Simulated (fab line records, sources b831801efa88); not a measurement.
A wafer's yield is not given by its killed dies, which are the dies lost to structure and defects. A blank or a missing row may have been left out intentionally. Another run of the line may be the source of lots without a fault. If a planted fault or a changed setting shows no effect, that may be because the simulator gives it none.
A lot that was struck, set against a sound lot ; flow sfq_line ; 13 steps out of a route of 325
Sound: the wafers L335.2, L335.3, L335.5. Wafers L350.2, L350.3, L350.5 were the ones struck. Last of all comes the cause.
At each step with rows: each side's tool, then ch and its chambers, then its first start. Under that, the readings that differ: sound wafers ; struck wafers ; difference of the means ; sigmas: that difference in standard deviations of wafers without a fault.
alike: words and numbers the same on both sides, and readings whose means are apart by under 2 such deviations; not compared: readings that were withheld, readings missing a value for some wafer, numbers with overlapping values and no deviation given by the record, and bounds like >300 which may hide the same value.
A row with sigmas, a row that says differs or no value, or rows on one side alone: a step with any of these is where the two part. Numbers that have no deviation but don't overlap get no sigmas and don't part them. Lack of a reading on every wafer of one side parts them only where that side has two or more wafers.

SFQ_INCOMING_BOW_MEAS_900:
  sound on film_metro-02 at day 1 20:01; struck on film_metro-01 at day 4 23:01
  alike: INCOMING_BOW
then, 1 step without rows for these wafers: SFQ_TRILAYER_INCOMING_OXIDATION_002 (target thk 500 nm, ox time 4759 s).
SFQ_TRILAYER_L0_DEP_SPUTTER_003: material MoNx KI, target thk 40 nm, time 100 s.
  sound on pvd_sputter-06 at day 1 22:29; struck on pvd_sputter-06 at day 5 01:29
  alike: base_pressure_pa, cathode_dc_power_W, throttle_valve_pct
SFQ_L0_RS_MEAS_901: measurement is done with a four-point probe.
  sound on film_metro-02 at day 1 22:35; struck on film_metro-03 at day 5 01:35
  alike: L0_MONX_KI_RS
SFQ_L0_THK_MEAS_902: measures by xrf.
  sound on film_metro-02 at day 1 22:41; struck on film_metro-03 at day 5 01:41
  alike: L0_MONX_KI_THK
SFQ_TRILAYER_L0_LITHO_COAT_010: resist thk 62 nm.
  sound on litho_track-04 ch 0, day 1 22:47; struck on litho_track-04 ch 0, day 5 01:47
reading;sound;struck;difference;sigmas
model.BARC_of_TRILAYER_L0_LITHO_COAT_010.thk_nm (nm);61.97 61.84 61.9;63.25 63.11 63.37;+1.34;
then, 5 steps without rows for these wafers: SFQ_TRILAYER_L0_LITHO_COAT_005 (resist thk 600 nm); SFQ_TRILAYER_L0_LITHO_SOFTBAKE_009; SFQ_TRILAYER_L0_LITHO_EXPOSE_006 (exposes mask L0, target cd 2000 nm); SFQ_TRILAYER_L0_LITHO_PEB_008 (peb time 60 s); SFQ_TRILAYER_L0_LITHO_DEVELOP_007 (time 60 s).
-- the record jumps here: 4 days lie between the struck wafers' starts before and after --
SFQ_TRILAYER_L0_BARC_OPEN_METAL_ETCH_010: etches BARC in O2, target depth 125 nm, time 40.12 s.
  sound on rie_metal-02 ch 0,1, day 5 18:26; struck on rie_metal-04 ch 0,1, day 8 18:59
reading;sound;struck;difference;sigmas
model.etch.depth_nm (nm);61.97 61.84 61.9;63.25 63.11 63.37;+1.34;
  alike: drypump_motor_current_A, oes_product_au
  not compared: rf_hours_counter_h
SFQ_TRILAYER_L0_ETCH_METAL_ETCH_008: etches MoNx KI in SF6/O2, stops on SiO2, target depth 50 nm, time 25 s.
  sound on rie_metal-02 ch 0,1, day 5 18:30; struck on rie_metal-04 ch 0,1, day 8 19:03
  alike: drypump_motor_current_A, oes_product_au
  not compared: rf_hours_counter_h

WHERE THEY PART
Nowhere in this record.

WHY: what the simulator had put in
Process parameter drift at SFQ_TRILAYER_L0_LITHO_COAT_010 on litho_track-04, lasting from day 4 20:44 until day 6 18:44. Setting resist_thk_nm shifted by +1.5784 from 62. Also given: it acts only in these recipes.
